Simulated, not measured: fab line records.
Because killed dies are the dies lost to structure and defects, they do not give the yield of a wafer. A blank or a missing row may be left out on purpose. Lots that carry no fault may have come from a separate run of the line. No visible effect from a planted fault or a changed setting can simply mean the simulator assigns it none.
8D (eight disciplines) problem report, filled in by code / flow sky130 / the parts of the form that need people (team, actions taken, sign-off) are left out

== 1. WHAT IS WRONG ==
Wafers without a fault read 119.16 s, standard deviation 0.12; run_length_s at SKY_VIA1_SOFTBAKE_08 reads a mean of 106.61 s on 2 wafers belonging to 2 lots. That is -99 or more standard deviations from the usual mean.
The step: time 90 s.
Seen first at day 39 00:00 on litho_track-03, wafer L253.4. Wafers with a number at this step in the record: 36, from 12 lots. The rule behind "out" and "out of limits": a value lying over 4 standard deviations away from the usual mean. The rest of the wafers with a number are treated as sound.

== 2. WHAT IT IS AND WHAT IT IS NOT ==
question=which readings at this step | is=run_length_s, heater_power_total_W | is not=chill_plate_temp_C
question=which lots | is=L253, L255 | is not=L237, L240, L242, L243, L244, L245, L254, L256, L257, L259
question=which wafers of those lots | is=L253.4, L255.2 | is not=L253.5, L253.6, L255.3, L255.5
question=read on which tools | is=litho_track-03 | is not=litho_track-02, litho_track-04
question=when | is=from day 39 00:00 | is not=up to then (20 sound wafers); but 14 sound wafers of L254, L255, L256, L257, L259 came after

== 3. SUSPECTS, AND WHAT RULES EACH OUT ==
Counting: any tool at a process step up to the reading remains a suspect provided it ran every lot that is out. Sound lots after the first of them don't rule it out here, since some wafers of a struck lot are sound.
- pvd_sputter-04 at SKY_METAL1_SPUTTER_04 (material TiN, target thk 70 nm, time 58.3 s): kept. It processed each lot that is out (first: L253, day 37 08:05); up to then, its last sound lot is L245 (day 34 20:43).
- litho_track-03 at SKY_VIA1_SOFTBAKE_08 (time 90 s): kept. It processed each lot that is out (first: L253, day 39 00:00); up to then, its last sound lot is L244 (day 36 08:00). Its own readings are out on those wafers: heater_power_total_W, run_length_s.
After counting, pvd_sputter-04 at SKY_METAL1_SPUTTER_04 and litho_track-03 at SKY_VIA1_SOFTBAKE_08 remain.

== 4. THE CAUSE (what the simulator had put in) ==
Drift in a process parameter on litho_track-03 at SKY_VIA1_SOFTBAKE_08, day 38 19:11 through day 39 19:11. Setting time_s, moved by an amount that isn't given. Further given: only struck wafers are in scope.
Counting leaves 2 suspects; this tool is one of them.

== 5. THE CHAIN OF EFFECTS, in route order ==
Each row: a reading whose mean over the struck wafers that have a number lies more than 3 standard deviations from the usual. Only readings whose record carries a usual standard deviation are examined. hours: median over the lots of the time between each lot's start at the first step of this table that gives one and its start at this step. sigmas: the change, counted in usual standard deviations.
hours=0; step=SKY_VIA1_SOFTBAKE_08; reading=heater_power_total_W; usual=57.37 W; on struck wafers=60.34; change=+2.98; sigmas=+27
hours=0; step=SKY_VIA1_SOFTBAKE_08; reading=run_length_s; usual=119.16 s; on struck wafers=106.61; change=-12.55; sigmas=-99 or more
Its process steps:
- SKY_VIA1_SOFTBAKE_08: time 90 s.

== 6. HOW IT WOULD HAVE BEEN CAUGHT EARLIER ==
The fault began at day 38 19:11; the first out-of-limits reading in this record came at day 39 00:00, 5 hours later.
